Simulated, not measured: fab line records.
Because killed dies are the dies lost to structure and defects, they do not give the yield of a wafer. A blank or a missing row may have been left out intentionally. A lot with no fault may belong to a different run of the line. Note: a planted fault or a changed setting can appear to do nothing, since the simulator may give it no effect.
Matching of chambers ; flow gf180mcu ; pecvd-03 running GF_PASSIVATION_CVD_00: 3 sister chambers
The step deposits SiO2 from TEOS, target thk 1000 nm, time 111.95 s. 16 wafers are shown with their chamber, then 8 later ones without.

== EACH WAFER AND ITS CHAMBER ==
wafer;chamber;heater-power-w (W)
L075.3;0;736
L075.4;1;824
L075.6;2;689
L080.3;1;695
L080.4;1;785
L080.6;2;545
L082.1;0;725
L082.3;1;757
L082.4;1;796
L083.2;2;666
L083.3;0;622
L083.5;1;813
L088.3;2;681
L088.5;0;764
L088.6;2;552
L089.1;0;703

SIGNATURES (averages over the wafers above)
reading;chamber 0;chamber 1;chamber 2;scatter within a chamber
heater-power-w;710.00;778.33;626.60;57.7
Rule: a wafer lies at a distance from a chamber equal to the root of the sum of squares, over the readings, of (its reading less the chamber's mean, divided by the reading's scatter). The wafer belongs to the nearest chamber; if the next one is less than 2 further off, it can't be placed. The scatter is the square root of a quotient: the sum, over the shown wafers, of each reading's squared deviation from its chamber's mean, divided by wafers minus chambers.

== WAFERS MISSING THEIR CHAMBER ==
wafer;heater-power-w (W)
L089.2;707
L089.4;789
L095.1;861
L095.3;638
L095.5;685
L096.1;835
L096.2;625
L096.4;670

== THE CHAMBER EACH PASSED THROUGH ==
wafer;from the rows above;in truth
L089.2;can't be placed: 0 or 1 or 2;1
L089.4;can't be placed: 1 or 0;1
L095.1;can't be placed: 1 or 0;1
L095.3;can't be placed: 2 or 0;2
L095.5;can't be placed: 0 or 2 or 1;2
L096.1;can't be placed: 1 or 0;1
L096.2;can't be placed: 2 or 0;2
L096.4;can't be placed: 0 or 2 or 1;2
Placed correctly: 0 of 8. Unplaceable from these rows: 8, with the true chamber sitting among the candidates in 8. Number placed wrongly: 0.
